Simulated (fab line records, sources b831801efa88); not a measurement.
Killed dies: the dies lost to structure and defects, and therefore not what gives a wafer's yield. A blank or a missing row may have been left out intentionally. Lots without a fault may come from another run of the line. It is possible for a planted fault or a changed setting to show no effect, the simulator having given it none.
fab line records + flow sfq-line
record
- lots=6
- wafers=18
- last-day=84
route steps=325 shown M2@92 I2@103 M3@118
lots that met no fault: from a run of the same line without faults
start-h: start of the lot's first displayed wafer, in hours after the record's first day + wait-h: how many hours have passed since the lot's step before this one + " the same as in the row above + L1.1+2: a single row standing in for several wafers + - no value, or no start was given + * or withheld: withheld + < > ~ a bound
route shown NAME@n: names a module that has steps shown in the file, with the first one's number in the route + usual: mean/standard deviation taken from wafers without a fault + same: alike in all rows + chamber/n: place in a boat + sites: each site's reading + _std_site: the values' standard deviation + _edge_site: outer sites' mean less inner sites' + radius-mm: how far each site lies from the wafer's centre + mask NAME#n: copy n + behind: the tool/chamber that last shaped the wafer + hold: cause of the lot's hold/its duration in hours/its outcome + device: the transistor (n, p or np) that didn't switch + end of line: the same wafers' tests at the end of the route + step lacking rows: just its recipe + killed: at the first sort, the dies lost to defects and structure; wafer yield is something else + map: a wafer's dies, marking killed ones x, the rest . and places with no die _
set.NAME: the run value of the setting; set.NAME@STEP: its run value at that earlier step + model.NAME: the simulator's own value behind a step, which no gauge read
lots seen at some steps along the route; tables by step, rows by wafer
services: from which hour (start-h, from the record's first day; less than 0 if before it) a tool's chamber was out of use, for how many hours, and why
## steps
# step SFQ_TRILAYER_M2_LITHO_COAT_062
# recipe
- resist=BARC
- spin-rpm=3000
- resist-thk-nm=62
# step SFQ_TRILAYER_M2_LITHO_COAT_057
# recipe
- resist=KrF
- spin-rpm=3000
- resist-thk-nm=600
# step SFQ_TRILAYER_M2_LITHO_SOFTBAKE_061
# recipe
- temp-c=withheld
- time-s=withheld
- resist=KrF
# step SFQ_TRILAYER_M2_LITHO_EXPOSE_058
# recipe
- mask-id=M2
- na=0.6
- source-shape=conventional
- sigma-outer=0.65
- target-cd-nm=500
- dose-mj=14.4
# step SFQ_TRILAYER_M2_LITHO_PEB_060
# recipe
- peb-temp-c=115
- peb-time-s=60
- resist=KrF
# step SFQ_TRILAYER_M2_LITHO_DEVELOP_059
# recipe
- time-s=60
- resist=KrF
# step SFQ_M2_OVL_MEAS_916
# usual
- M2_OVL=-4/5.8
| lot.wafer | tool       | chamber | start-h | wait-h | M2_OVL[nm] |
|-----------|------------|---------|---------|--------|------------|
| L882.3    | overlay-01 | -       | 461.21  | 0.1    | -12        |
| L882.5    | "          | -       | "       | "      | -11        |
| L882.6    | "          | -       | "       | "      | -4         |
| L883.3    | overlay-02 | -       | 472.01  | 0.1    | 1          |
| L883.4    | "          | -       | "       | "      | -6         |
| L883.6    | "          | -       | "       | "      | -2         |
| L893.1    | overlay-02 | -       | 578.12  | 0.1    | -3         |
| L893.5    | "          | -       | "       | "      | -1         |
| L893.6    | "          | -       | "       | "      | 1          |
| L894.3    | overlay-02 | -       | 582.93  | 0.1    | 4          |
| L894.4    | "          | -       | "       | "      | 7          |
| L894.5    | "          | -       | "       | "      | 6          |
| L901.2    | overlay-02 | -       | 630.21  | 0.1    | -5         |
| L901.3    | "          | -       | "       | "      | 5          |
| L901.4    | "          | -       | "       | "      | -2         |
| L902.1    | overlay-02 | -       | 633.80  | 0.1    | -1         |
| L902.3    | "          | -       | "       | "      | 1          |
| L902.6    | "          | -       | "       | "      | -3         |
# step SFQ_TRILAYER_M2_BARC_OPEN_METAL_ETCH_077
# recipe
- mask-material=PR
- chemistry=O2
- target-depth-nm=125
- target=BARC
- icp-w=616.4
- bias-w=80
- pressure-mtorr=10
- time-s=41.7
# usual
- drypump-motor-current-A=5.7/0.42
- oes-product-au=0.686/0.004
# same
- time-s=41.7
| lot.wafer | tool         | chamber | start-h | wait-h | drypump-motor-current-A | oes-product-au | rf-hours-counter-h |
|-----------|--------------|---------|---------|--------|-------------------------|----------------|--------------------|
| L882.3    | rie-metal-01 | 0       | 461.27  | 0.1    | 5.9                     | 0.683          | -                  |
| L882.5    | "            | 0       | "       | "      | 5.9                     | 0.687          | -                  |
| L882.6    | "            | 0       | "       | "      | 5.9                     | 0.685          | -                  |
| L883.3    | rie-metal-01 | 0       | 472.07  | 0.1    | 5.9                     | 0.686          | -                  |
| L883.4    | "            | 0       | "       | "      | 5.9                     | 0.679          | -                  |
| L883.6    | "            | 0       | "       | "      | 5.9                     | 0.686          | -                  |
| L893.1    | rie-metal-04 | 0       | 578.15  | 0.0    | 6.1                     | 0.692          | 94                 |
| L893.5    | "            | 1       | "       | "      | 5.6                     | 0.685          | -                  |
| L893.6    | "            | 0       | "       | "      | 6.1                     | 0.689          | -                  |
| L894.3    | rie-metal-01 | 0       | 582.97  | 0.0    | 5.9                     | 0.680          | -                  |
| L894.4    | "            | 1       | "       | "      | 5.5                     | 0.683          | -                  |
| L894.5    | "            | 0       | "       | "      | 5.9                     | 0.690          | -                  |
| L901.2    | rie-metal-04 | 0       | 630.24  | 0.0    | 6.2                     | 0.689          | 105                |
| L901.3    | "            | 0       | "       | "      | 6.1                     | 0.689          | -                  |
| L901.4    | "            | 1       | "       | "      | 5.7                     | 0.684          | -                  |
| L902.1    | rie-metal-02 | 0       | 633.84  | 0.0    | 4.7                     | 0.678          | 68                 |
| L902.3    | "            | 0       | "       | "      | 4.7                     | 0.680          | -                  |
| L902.6    | "            | 1       | "       | "      | 5.4                     | 0.686          | -                  |
# step SFQ_TRILAYER_M2_ETCH_METAL_ETCH_060
# recipe
- target=Nb
- stop-on=SiO2
- mask-material=PR
- chemistry=Cl2/Ar
- target-depth-nm=240
- icp-w=600
- bias-w=80
- pressure-mtorr=10
- time-s=120
# step SFQ_TRILAYER_M2_STRIP_STRIP_061
# recipe
- gas=O2
- power-w=200
- platen-temp-c=40
- overash-fraction=0.65
- chemistry=O2
- pressure-mtorr=50
# step SFQ_TRILAYER_M2_STRIP_SOLV_CLEAN_062
# recipe
- chemistry=NMP
- temp-c=70
- time-s=600
# step SFQ_TRILAYER_I2_DEP_PECVD_063
# recipe
- material=SiO2
- temp-c=150
- time-s=111.11
- pressure-torr=2.4
- rf-w=183.3
- precursor=SiH4/N2O
- target-thk-nm=500
# usual
- heater-power-w=97/20
- showerhead-vpp-V=841/35
- throttle-valve-pct=24.5/1.6
# same
- time-s=111.11
| lot.wafer | tool     | chamber | start-h | wait-h | heater-power-w | showerhead-vpp-V | throttle-valve-pct |
|-----------|----------|---------|---------|--------|----------------|------------------|--------------------|
| L882.3    | pecvd-02 | 2       | 462.97  | 0.0    | 99             | 873              | 24.8               |
| L882.5    | "        | 0       | "       | "      | 116            | 845              | 24.5               |
| L882.6    | "        | 2       | "       | "      | 100            | 871              | 25.0               |
| L883.3    | pecvd-02 | 1       | 473.81  | 0.0    | 128            | 868              | 25.8               |
| L883.4    | "        | 2       | "       | "      | 103            | 872              | 24.9               |
| L883.6    | "        | 2       | "       | "      | 88             | 869              | 25.0               |
| L893.1    | pecvd-02 | 2       | 579.11  | 0.0    | 89             | 850              | 25.1               |
| L893.5    | "        | 2       | "       | "      | 95             | 868              | 25.1               |
| L893.6    | "        | 1       | "       | "      | 124            | 889              | 26.3               |
| L894.3    | pecvd-02 | 0       | 583.91  | 0.0    | 126            | 845              | 25.5               |
| L894.4    | "        | 1       | "       | "      | 128            | 849              | 26.3               |
| L894.5    | "        | 0       | "       | "      | 106            | 853              | 25.2               |
| L901.2    | pecvd-01 | 2       | 631.21  | 0.0    | 92             | 811              | 22.7               |
| L901.3    | "        | 0       | "       | "      | 68             | 802              | 24.2               |
| L901.4    | "        | 0       | "       | "      | 56             | 790              | 23.9               |
| L902.1    | pecvd-02 | 0       | 634.80  | 0.0    | 124            | 852              | 25.7               |
| L902.3    | "        | 1       | "       | "      | 128            | 866              | 26.5               |
| L902.6    | "        | 0       | "       | "      | 126            | 860              | 25.6               |
# step SFQ_TRILAYER_I2_CMP_CMP_064
# recipe
- material=SiO2
- down-force-psi=3
- platen-rpm=60
- pad-velocity-m-s=0.94248
# usual
- motor-current-A=10.3/1.1
- time-to-endpoint-s=214/7
| lot.wafer | tool   | chamber | start-h | wait-h | motor-current-A | time-to-endpoint-s | model.SiO2_of_TRILAYER_I2_DEP_PECVD_063.thk-nm |
|-----------|--------|---------|---------|--------|-----------------|--------------------|------------------------------------------------|
| L882.3    | cmp-02 | 1       | 463.65  | 0.6    | 9.9             | 204                | 198.1                                          |
| L882.5    | "      | 1       | 465.65  | 2.6    | 10.8            | 206                | 198.8                                          |
| L882.6    | "      | 2       | "       | "      | 11.9            | 224                | 200.2                                          |
| L883.4    | cmp-01 | 1       | 474.39  | 0.5    | 9.2             | 213                | 198.8                                          |
| L883.3    | "      | 2       | "       | "      | 8.7             | 216                | 198                                            |
| L883.6    | "      | 0       | 475.89  | 2.0    | 11.8            | 223                | 200.2                                          |
| L893.1    | cmp-01 | 2       | 586.25  | 7.1    | 8.4             | 218                | 178.2                                          |
| L893.5    | "      | 1       | 587.75  | 8.6    | 9.4             | 229                | 178.6                                          |
| L893.6    | "      | 2       | "       | "      | 8.7             | 219                | 178                                            |
| L894.4    | cmp-01 | 0       | 591.75  | 7.8    | 12.5            | 235                | 179.8                                          |
| L894.3    | "      | 1       | "       | "      | 9.6             | 225                | 177.2                                          |
| L894.5    | "      | 0       | 593.75  | 9.8    | 11.6            | 232                | 178.5                                          |
| L901.3    | cmp-02 | 0       | 639.18  | 7.9    | 10.5            | 217                | 200                                            |
| L901.4    | "      | 1       | "       | "      | 10.6            | 223                | 199.7                                          |
| L901.2    | "      | 2       | "       | "      | 11.6            | 221                | 200.9                                          |
| L902.3    | cmp-02 | 0       | 641.68  | 6.8    | 10.6            | 216                | 200.5                                          |
| L902.1    | "      | 2       | 642.68  | 7.8    | 11.2            | 207                | 199.3                                          |
| L902.6    | "      | 0       | 643.68  | 8.8    | 10.6            | 218                | 198.9                                          |
# step SFQ_I2_BOW_MEAS_917
# recipe
- mode=bow
# usual
- I2_BOW=4/9.9
| lot.wafer | tool          | chamber | start-h | wait-h | I2_BOW[um] |
|-----------|---------------|---------|---------|--------|------------|
| L882.3    | film-metro-02 | -       | 466.69  | 2.5    | 5          |
| L882.5    | "             | -       | "       | "      | 2          |
| L882.6    | "             | -       | "       | "      | 13         |
| L883.3    | film-metro-03 | -       | 476.93  | 1.5    | -8         |
| L883.4    | "             | -       | "       | "      | 2          |
| L883.6    | "             | -       | "       | "      | 3          |
| L893.1    | film-metro-02 | -       | 588.75  | 2.0    | 10         |
| L893.5    | "             | -       | "       | "      | 6          |
| L893.6    | "             | -       | "       | "      | 17         |
| L894.3    | film-metro-01 | -       | 594.79  | 2.0    | 18         |
| L894.4    | "             | -       | "       | "      | 17         |
| L894.5    | "             | -       | "       | "      | 11         |
| L901.2    | film-metro-01 | -       | 641.70  | 1.0    | -4         |
| L901.3    | "             | -       | "       | "      | -11        |
| L901.4    | "             | -       | "       | "      | -16        |
| L902.1    | film-metro-01 | -       | 644.68  | 1.5    | 9          |
| L902.3    | "             | -       | "       | "      | -1         |
| L902.6    | "             | -       | "       | "      | -3         |
# step SFQ_TRILAYER_I2_METRO_MEASURE_065
# usual
- thk-nm=199.7/0.97
| lot.wafer | tool          | chamber | start-h | wait-h | thk-nm |
|-----------|---------------|---------|---------|--------|--------|
| L882.3    | film-metro-02 | -       | 467.17  | 0.5    | 198.1  |
| L882.5    | "             | -       | "       | "      | 199.0  |
| L882.6    | "             | -       | "       | "      | 200.3  |
| L883.3    | film-metro-03 | -       | 477.41  | 0.5    | 197.9  |
| L883.4    | "             | -       | "       | "      | 198.8  |
| L883.6    | "             | -       | "       | "      | 200.2  |
| L893.1    | film-metro-02 | -       | 588.87  | 0.1    | 178.1  |
| L893.5    | "             | -       | "       | "      | 178.6  |
| L893.6    | "             | -       | "       | "      | 178.0  |
| L894.3    | film-metro-01 | -       | 595.27  | 0.5    | 177.2  |
| L894.4    | "             | -       | "       | "      | 179.8  |
| L894.5    | "             | -       | "       | "      | 178.6  |
| L901.2    | film-metro-01 | -       | 642.00  | 0.3    | 200.8  |
| L901.3    | "             | -       | "       | "      | 200.2  |
| L901.4    | "             | -       | "       | "      | 199.8  |
| L902.1    | film-metro-01 | -       | 644.80  | 0.1    | 199.3  |
| L902.3    | "             | -       | "       | "      | 200.4  |
| L902.6    | "             | -       | "       | "      | 198.6  |
# step SFQ_TRILAYER_I2_VIA_LITHO_COAT_072
# recipe
- resist=BARC
- spin-rpm=3000
- resist-thk-nm=62
# step SFQ_TRILAYER_I2_VIA_LITHO_COAT_067
# recipe
- resist=KrF
- spin-rpm=3000
- resist-thk-nm=650
# step SFQ_TRILAYER_I2_VIA_LITHO_SOFTBAKE_071
# recipe
- temp-c=withheld
- time-s=withheld
- resist=KrF
# step SFQ_TRILAYER_I2_VIA_LITHO_EXPOSE_068
# recipe
- mask-id=I2
- na=0.6
- source-shape=conventional
- sigma-outer=0.65
- target-cd-nm=500
- dose-mj=21.3
# step SFQ_TRILAYER_I2_VIA_LITHO_PEB_070
# recipe
- peb-temp-c=115
- peb-time-s=60
- resist=KrF
# step SFQ_TRILAYER_I2_VIA_LITHO_DEVELOP_069
# recipe
- time-s=60
- resist=KrF
# step SFQ_I2_OVL_MEAS_918
# usual
- I2_OVL=-3/6.3
| lot.wafer | tool       | chamber | start-h | wait-h | I2_OVL[nm] |
|-----------|------------|---------|---------|--------|------------|
| L882.3    | overlay-02 | -       | 596.09  | 0.1    | -13        |
| L882.5    | "          | -       | "       | "      | -7         |
| L882.6    | "          | -       | "       | "      | -8         |
| L883.3    | overlay-02 | -       | 604.49  | 0.1    | 4          |
| L883.4    | "          | -       | "       | "      | 6          |
| L883.6    | "          | -       | "       | "      | 10         |
| L893.1    | overlay-02 | -       | 708.78  | 0.1    | -3         |
| L893.5    | "          | -       | "       | "      | 0          |
| L893.6    | "          | -       | "       | "      | -7         |
| L894.3    | overlay-02 | -       | 714.79  | 0.1    | 1          |
| L894.4    | "          | -       | "       | "      | 6          |
| L894.5    | "          | -       | "       | "      | 2          |
| L901.2    | overlay-01 | -       | 766.68  | 0.1    | 1          |
| L901.3    | "          | -       | "       | "      | -1         |
| L901.4    | "          | -       | "       | "      | 4          |
| L902.1    | overlay-01 | -       | 769.08  | 0.1    | 0          |
| L902.3    | "          | -       | "       | "      | 3          |
| L902.6    | "          | -       | "       | "      | -4         |
# step SFQ_TRILAYER_I2_VIA_BARC_OPEN_VIA_ETCH_096
# recipe
- mask-material=PR
- chemistry=O2
- target-depth-nm=125
- target=BARC
- source-w=500
- bias-w=80
- pressure-mtorr=30
- time-s=41.7
# usual
- drypump-motor-current-A=5.7/0.3
- oes-product-au=0.686/0.0046
# same
- time-s=41.7
| lot.wafer | tool        | chamber | start-h | wait-h | drypump-motor-current-A | oes-product-au | rf-hours-counter-h |
|-----------|-------------|---------|---------|--------|-------------------------|----------------|--------------------|
| L882.3    | rie-diel-02 | 3       | 596.11  | 0.0    | 5.4                     | 0.681          | 5                  |
| L882.5    | "           | 2       | "       | "      | 4.9                     | 0.681          | -                  |
| L882.6    | "           | 1       | "       | "      | 5.7                     | 0.680          | -                  |
| L883.3    | rie-diel-04 | 2       | 604.51  | 0.0    | 5.8                     | 0.687          | 3                  |
| L883.4    | "           | 2       | "       | "      | 5.8                     | 0.678          | -                  |
| L883.6    | "           | 1       | "       | "      | 5.3                     | 0.691          | -                  |
| L893.1    | rie-diel-01 | 2       | 708.81  | 0.0    | 5.8                     | 0.695          | 11                 |
| L893.5    | "           | 0       | "       | "      | 6.1                     | 0.682          | -                  |
| L893.6    | "           | 2       | "       | "      | 5.8                     | 0.698          | -                  |
| L894.3    | rie-diel-04 | 3       | 714.81  | 0.0    | 5.8                     | 0.687          | 0                  |
| L894.4    | "           | 0       | "       | "      | 5.7                     | 0.679          | 52                 |
| L894.5    | "           | 1       | "       | "      | 5.3                     | 0.686          | -                  |
| L901.2    | rie-diel-01 | 3       | 766.71  | 0.0    | 5.9                     | 0.691          | 9                  |
| L901.3    | "           | 0       | "       | "      | 6.1                     | 0.682          | 8                  |
| L901.4    | "           | 3       | "       | "      | 5.9                     | 0.686          | -                  |
| L902.1    | rie-diel-01 | 2       | 769.11  | 0.0    | 5.8                     | 0.694          | 13                 |
| L902.3    | "           | 3       | "       | "      | 5.9                     | 0.684          | 9                  |
| L902.6    | "           | 0       | "       | "      | 6.1                     | 0.685          | -                  |
# step SFQ_TRILAYER_I2_VIA_ETCH_VIA_ETCH_070
# recipe
- target=SiO2
- stop-on=Nb
- mask-material=PR
- taper-deg=20
- chemistry=CHF3
- target-depth-nm=260
- source-w=500
- bias-w=78.43
- pressure-mtorr=30
- time-s=withheld
# usual
- drypump-motor-current-A=5.7/0.3
- oes-product-au=0.854/0.0048
| lot.wafer | tool        | chamber | start-h | wait-h | drypump-motor-current-A | oes-product-au | model.I2.feature-depth-nm | model.etch.depth-nm |
|-----------|-------------|---------|---------|--------|-------------------------|----------------|---------------------------|---------------------|
| L882.3    | rie-diel-02 | 3       | 596.15  | 0.0    | 5.4                     | 0.857          | 198.1                     | 198.1               |
| L882.5    | "           | 2       | "       | "      | 4.9                     | 0.852          | 198.8                     | 198.8               |
| L882.6    | "           | 1       | "       | "      | 5.7                     | 0.856          | 200.2                     | 200.2               |
| L883.3    | rie-diel-04 | 2       | 604.55  | 0.0    | 5.8                     | 0.856          | 198                       | 198                 |
| L883.4    | "           | 2       | "       | "      | 5.8                     | 0.846          | 198.8                     | 198.8               |
| L883.6    | "           | 1       | "       | "      | 5.4                     | 0.854          | 200.2                     | 200.2               |
| L893.1    | rie-diel-01 | 2       | 708.85  | 0.0    | 5.8                     | 0.801          | 178.2                     | 178.2               |
| L893.5    | "           | 0       | "       | "      | 6.1                     | 0.804          | 178.6                     | 178.6               |
| L893.6    | "           | 2       | "       | "      | 5.8                     | 0.797          | 178                       | 178                 |
| L894.3    | rie-diel-04 | 3       | 714.85  | 0.0    | 5.8                     | 0.798          | 177.2                     | 177.2               |
| L894.4    | "           | 0       | "       | "      | 5.7                     | 0.805          | 179.8                     | 179.8               |
| L894.5    | "           | 1       | "       | "      | 5.3                     | 0.805          | 178.5                     | 178.5               |
| L901.2    | rie-diel-01 | 3       | 766.75  | 0.0    | 6.0                     | 0.860          | 200.9                     | 200.9               |
| L901.3    | "           | 0       | "       | "      | 6.1                     | 0.860          | 200                       | 200                 |
| L901.4    | "           | 3       | "       | "      | 5.9                     | 0.853          | 199.7                     | 199.7               |
| L902.1    | rie-diel-01 | 2       | 769.15  | 0.0    | 5.8                     | 0.852          | 199.3                     | 199.3               |
| L902.3    | "           | 3       | "       | "      | 5.9                     | 0.854          | 200.5                     | 200.5               |
| L902.6    | "           | 0       | "       | "      | 6.1                     | 0.854          | 198.9                     | 198.9               |
# step SFQ_TRILAYER_I2_VIA_STRIP_STRIP_071
# recipe
- gas=O2
- power-w=200
- platen-temp-c=40
- overash-fraction=0.65
- chemistry=O2
- pressure-mtorr=50
# usual
- drypump-motor-current-A=5.42/0.27
- oes-product-au=1.002/0.0073
| lot.wafer | tool         | chamber | start-h | wait-h | drypump-motor-current-A | oes-product-au | rf-hours-counter-h |
|-----------|--------------|---------|---------|--------|-------------------------|----------------|--------------------|
| L882.3    | rie-metal-01 | 0       | 596.47  | -      | 5.90                    | 0.997          | -                  |
| L882.5    | "            | 0       | "       | "      | 5.90                    | 0.996          | -                  |
| L882.6    | "            | 1       | "       | "      | 5.47                    | 0.992          | -                  |
| L883.3    | rie-metal-03 | 0       | 604.87  | -      | 5.50                    | 1.005          | -                  |
| L883.4    | "            | 1       | "       | "      | 5.27                    | 1.010          | -                  |
| L883.6    | "            | 1       | "       | "      | 5.30                    | 0.996          | -                  |
| L893.1    | rie-metal-03 | 1       | 708.97  | -      | 5.25                    | 1.015          | 149                |
| L893.5    | "            | 1       | "       | "      | 5.29                    | 0.998          | -                  |
| L893.6    | "            | 0       | "       | "      | 5.52                    | 0.996          | -                  |
| L894.3    | rie-metal-03 | 1       | 715.17  | -      | 5.24                    | 1.007          | -                  |
| L894.4    | "            | 0       | "       | "      | 5.50                    | 0.996          | -                  |
| L894.5    | "            | 0       | "       | "      | 5.50                    | 0.991          | -                  |
| L901.2    | rie-metal-03 | 0       | 766.87  | -      | 5.52                    | 0.995          | 53                 |
| L901.3    | "            | 0       | "       | "      | 5.53                    | 0.995          | -                  |
| L901.4    | "            | 1       | "       | "      | 5.29                    | 0.996          | -                  |
| L902.1    | rie-metal-03 | 1       | 769.27  | -      | 5.28                    | 1.004          | 160                |
| L902.3    | "            | 0       | "       | "      | 5.51                    | 0.994          | -                  |
| L902.6    | "            | 0       | "       | "      | 5.51                    | 0.997          | -                  |
# step SFQ_TRILAYER_I2_VIA_STRIP_SOLV_CLEAN_072
# recipe
- chemistry=NMP
- temp-c=70
- time-s=600
# step SFQ_TRILAYER_M3_DEP_PRE_CLEAN_074
# recipe
- gas=Ar
- time-s=22.5
- bias-v=250
# same
- time-s=22.5
| lot.wafer | tool           | chamber | start-h | wait-h | model.SiO2_of_TRILAYER_I2_DEP_PECVD_063.thk-nm |
|-----------|----------------|---------|---------|--------|------------------------------------------------|
| L882.3    | pvd-sputter-03 | -       | 597.06  | 0.0    | 190.6                                          |
| L882.5    | "              | -       | "       | "      | 191.3                                          |
| L882.6    | "              | -       | "       | "      | 192.7                                          |
| L883.3    | pvd-sputter-03 | -       | 605.44  | 0.0    | 190.5                                          |
| L883.4    | "              | -       | "       | "      | 191.3                                          |
| L883.6    | "              | -       | "       | "      | 192.7                                          |
| L893.1    | pvd-sputter-05 | -       | 709.92  | 0.0    | 170.7                                          |
| L893.5    | "              | -       | "       | "      | 171.1                                          |
| L893.6    | "              | -       | "       | "      | 170.5                                          |
| L894.3    | pvd-sputter-04 | -       | 715.74  | 0.0    | 169.7                                          |
| L894.4    | "              | -       | "       | "      | 172.3                                          |
| L894.5    | "              | -       | "       | "      | 171                                            |
| L901.2    | pvd-sputter-03 | -       | 767.64  | 0.0    | 193.4                                          |
| L901.3    | "              | -       | "       | "      | 192.5                                          |
| L901.4    | "              | -       | "       | "      | 192.2                                          |
| L902.1    | pvd-sputter-05 | -       | 770.04  | 0.0    | 191.8                                          |
| L902.3    | "              | -       | "       | "      | 193                                            |
| L902.6    | "              | -       | "       | "      | 191.4                                          |
# step SFQ_TRILAYER_M3_DEP_SPUTTER_073
# recipe
- material=Nb
- base-pressure-pa=1.33e-06
- chamber-pressure-pa=0.1333
- substrate-temp-c=20
- resputter-cathode-voltage-v=400
- target-thk-nm=200
- power-w=2000
- time-s=133.3
# usual
- substrate-temp-c=20.01/0.097
- throttle-valve-pct=30.6/0.97
# same
- time-s=133.3
| lot.wafer | tool           | chamber | start-h | wait-h | substrate-temp-c | throttle-valve-pct |
|-----------|----------------|---------|---------|--------|------------------|--------------------|
| L882.3    | pvd-sputter-03 | -       | 597.09  | 0.0    | 19.88            | 30.4               |
| L882.5    | "              | -       | "       | "      | 19.92            | 31.5               |
| L882.6    | "              | -       | "       | "      | 20.17            | 30.6               |
| L883.3    | pvd-sputter-03 | -       | 605.47  | 0.0    | 20.10            | 30.1               |
| L883.4    | "              | -       | "       | "      | 19.86            | 30.9               |
| L883.6    | "              | -       | "       | "      | 20.00            | 29.7               |
| L893.1    | pvd-sputter-05 | -       | 709.95  | 0.0    | 19.90            | 30.2               |
| L893.5    | "              | -       | "       | "      | 20.29            | 31.4               |
| L893.6    | "              | -       | "       | "      | 20.00            | 29.9               |
| L894.3    | pvd-sputter-04 | -       | 715.77  | 0.0    | 20.09            | 30.6               |
| L894.4    | "              | -       | "       | "      | 19.94            | 30.8               |
| L894.5    | "              | -       | "       | "      | 20.03            | 30.6               |
| L901.2    | pvd-sputter-03 | -       | 767.67  | 0.0    | 19.91            | 30.2               |
| L901.3    | "              | -       | "       | "      | 19.93            | 30.6               |
| L901.4    | "              | -       | "       | "      | 19.88            | 31.7               |
| L902.1    | pvd-sputter-05 | -       | 770.07  | 0.0    | 20.11            | 29.5               |
| L902.3    | "              | -       | "       | "      | 19.95            | 30.0               |
| L902.6    | "              | -       | "       | "      | 20.06            | 29.7               |
## services
| tool           | chamber | start-h | hours | kind   |
|----------------|---------|---------|-------|--------|
| rie-diel-04    | 2       | 442.95  | 4.7   | repair |
| pvd-sputter-03 | -       | 448.73  | 9.9   | repair |
| rie-diel-01    | 3       | 471.38  | 4.2   | repair |
| pecvd-02       | 0       | 473.56  | 7.9   | repair |
| pvd-sputter-03 | -       | 474.76  | 4.6   | repair |
| rie-diel-04    | -       | 492.96  | 3.3   | repair |
| rie-diel-04    | -       | 496.31  | 2.8   | pm     |
| pvd-sputter-03 | -       | 503.97  | 8.3   | repair |
| rie-metal-01   | 1       | 511.03  | 7.9   | repair |
| pecvd-02       | -       | 516.53  | 1.0   | repair |
| pvd-sputter-05 | -       | 526.30  | 7.2   | repair |
| pvd-sputter-03 | -       | 534.21  | 9.2   | repair |
| rie-metal-03   | 1       | 554.65  | 3.9   | repair |
| rie-diel-01    | -       | 565.59  | 1.1   | repair |
| pvd-sputter-03 | -       | 583.66  | 2.5   | repair |
| pecvd-02       | 0       | 598.71  | 23.1  | repair |
| rie-diel-01    | 1       | 650.83  | 5.8   | repair |
| rie-diel-01    | 2       | 657.02  | 6.9   | repair |
| rie-diel-01    | 1       | 699.70  | 5.6   | repair |
| rie-diel-01    | 0       | 703.17  | 5.2   | repair |
| rie-diel-01    | 1       | 706.42  | 7.3   | repair |
| pvd-sputter-03 | -       | 721.18  | 3.6   | repair |
| rie-diel-01    | 1       | 758.24  | 20.0  | repair |
| pecvd-02       | 2       | 763.20  | 9.0   | repair |
## key
first-sign
- step=SFQ_TRILAYER_I2_CMP_CMP_064
- reading=time-to-endpoint-s
- direction=up
- sigmas=1.7
- usual=*
- struck=*
- wafers-moved=5
effect
- step=SFQ_TRILAYER_I2_METRO_MEASURE_065
- reading=thk-nm
- direction=down
- sigmas=22
- usual=199.7
- struck=178.4
effect
- step=SFQ_TRILAYER_I2_VIA_ETCH_VIA_ETCH_070
- reading=oes-product-au
- direction=down
- sigmas=11
- usual=0.854
- struck=0.802
model-effect
- step=SFQ_TRILAYER_I2_CMP_CMP_064
- value=SiO2_of_TRILAYER_I2_DEP_PECVD_063.thk-nm
- without=198.4
- struck=178.4
model-effect
- step=SFQ_TRILAYER_I2_VIA_ETCH_VIA_ETCH_070
- value=I2.feature-depth-nm
- without=198.4
- struck=178.4
model-effect
- step=SFQ_TRILAYER_M3_DEP_PRE_CLEAN_074
- value=SiO2_of_TRILAYER_I2_DEP_PECVD_063.thk-nm
- without=190.9
- struck=170.9
met-at SFQ_TRILAYER_I2_CMP_CMP_064
struck-wafers L893.1,L893.5,L893.6,L894.3,L894.4,L894.5
onset-between 474.39 586.25
fault
- kind=process-parameter-drift
- tool=cmp-01
- chamber=-
- onset-h=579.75
- steps=SFQ_TRILAYER_I2_CMP_CMP_064
- channel=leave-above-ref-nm
- offset=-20
- shape=step
- end-h=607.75
- acts-in=these-recipes-only
- stated=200
